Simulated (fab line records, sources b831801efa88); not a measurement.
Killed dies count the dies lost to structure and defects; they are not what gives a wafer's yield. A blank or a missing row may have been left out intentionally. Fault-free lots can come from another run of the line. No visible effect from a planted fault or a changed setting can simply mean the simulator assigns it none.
Split-lot trial | flow sfqLine | 23 wafers read across 5 lots, on a route 325 steps long

## THE SPLIT
At SFQ_TRILAYER_L0_VIA_LITHO_COAT_018 (resist thk 62 nm), the setting resistThkNm was moved away from the recipe's 62 nm on 8 of the 23 wafers read, by -2.0% to +5.4%. The other wafers ran this setting at the recipe's value.

## FROM THE SPLIT TO THE READING: what the file shows between them, 2 steps
- SFQ_TRILAYER_L0_VIA_LITHO_PEB_016: peb time 60 s (also split here: pebTempC)
- SFQ_TRILAYER_L0_VIA_LITHO_DEVELOP_015: time 60 s

## THE READING
oesProductAu, in a.u., at SFQ_TRILAYER_L0_VIA_BARC_OPEN_VIA_ETCH_021 (etches BARC in O2, target depth 125 nm, time 41.7 s). Fault-free wafers of this fab line usually give 0.686 a.u., standard deviation 0.0045 a.u.

wafer  | tool, chamber at the split | resistThkNm as run, nm | against the recipe | oesProductAu, a.u. | against lot-mates on the recipe
L074.2 | lithoTrack-01, 0           | 60.79                  | -2.0%              | 0.682              | -0.007
L074.3 | lithoTrack-01, 0           | 62                     | recipe             | 0.683              | -
L074.4 | lithoTrack-01, 0           | 60.79                  | -2.0%              | 0.676              | -0.013
L074.5 | lithoTrack-01, 0           | 62                     | recipe             | 0.695              | -
L074.6 | lithoTrack-01, 0           | 60.79                  | -2.0%              | 0.680              | -0.009
L075.1 | lithoTrack-01, 0           | 62                     | recipe             | 0.679              | -
L075.3 | lithoTrack-01, 0           | 64.02                  | +3.3%              | 0.693              | +0.007
L075.4 | lithoTrack-01, 0           | 62                     | recipe             | 0.692              | -
L075.5 | lithoTrack-01, 0           | 64.02                  | +3.3%              | 0.699              | +0.013
L075.6 | lithoTrack-01, 0           | 64.02                  | +3.3%              | 0.693              | +0.007
L078.1 | lithoTrack-02, 0           | 62                     | recipe             | 0.689              | -
L078.2 | lithoTrack-02, 0           | 62                     | recipe             | 0.691              | -
L078.6 | lithoTrack-02, 0           | 62                     | recipe             | 0.691              | -
L080.1 | lithoTrack-01, 0           | 62                     | recipe             | 0.685              | -
L080.2 | lithoTrack-01, 0           | 62                     | recipe             | 0.681              | -
L080.4 | lithoTrack-01, 0           | 62                     | recipe             | 0.682              | -
L080.5 | lithoTrack-01, 0           | 62                     | recipe             | 0.685              | -
L080.6 | lithoTrack-01, 0           | 62                     | recipe             | 0.681              | -
L084.1 | lithoTrack-01, 0           | 62                     | recipe             | 0.686              | -
L084.3 | lithoTrack-01, 0           | 62                     | recipe             | 0.681              | -
L084.4 | lithoTrack-01, 0           | 65.36                  | +5.4%              | 0.705              | +0.022
L084.5 | lithoTrack-01, 0           | 62                     | recipe             | 0.683              | -
L084.6 | lithoTrack-01, 0           | 65.36                  | +5.4%              | 0.711              | +0.028

THE FIT
A straight line over all 23 wafers: oesProductAu changes by +0.00364 a.u. for each +1% of resistThkNm; r = +0.86; the points scatter about the line by 0.0045 a.u.
The same after taking each lot's own level away (the mean of its wafers on the recipe; 23 wafers): +0.00417 a.u. for each +1%; r = +0.92; scatter 0.0038 a.u.
According to that fit, moving resistThkNm by its largest amount changes the reading by 0.023 a.u.
The lots' own levels span 0.6828 to 0.6903 a.u., that is 1.7 times the standard deviation above.
Thus the slope moves with the lot-to-lot level: the two fits are different.
Check: for one of the wafers moved furthest among these (+5.4%), held out of the fit, the line's prediction against its lot-mates is +0.0222 a.u. Against them it came out at +0.0217 a.u.

## FURTHER SPLITS ON THESE WAFERS
Before the reading, these wafers also passed through other splits. Each is held against what the fit with the lots' levels taken away leaves over:
other split on the same wafers             | wafers away from the commonest value | r with oesProductAu (lot level and that fit taken away)
SFQ_TRILAYER_L0_LITHO_COAT_010 spinRpm     | 11                                   | -0.05
SFQ_TRILAYER_L0_VIA_LITHO_PEB_016 pebTempC | 6                                    | -0.43

## THE WHOLE CHAIN: every reading that the file lists as answering this split, in the file's order
step                                       | what it does                                        | reading                                                                                       | change (the file's fit)                   | r (the file's)
SFQ_TRILAYER_L0_VIA_LITHO_COAT_018         | resist thk 62 nm                                    | BARC_of_TRILAYER_L0_VIA_LITHO_COAT_018.thkNm (the simulator's own value, which no gauge read) | +0.612 nm for each +1% of the setting     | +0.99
SFQ_TRILAYER_L0_VIA_BARC_OPEN_VIA_ETCH_021 | etches BARC in O2, target depth 125 nm, time 41.7 s | oesProductAu                                                                                  | +0.00415 a.u. for each +1% of the setting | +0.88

## THE FILE'S OWN FIT
oesProductAu changes by +0.00415 a.u. for each +1% of resistThkNm, r = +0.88.
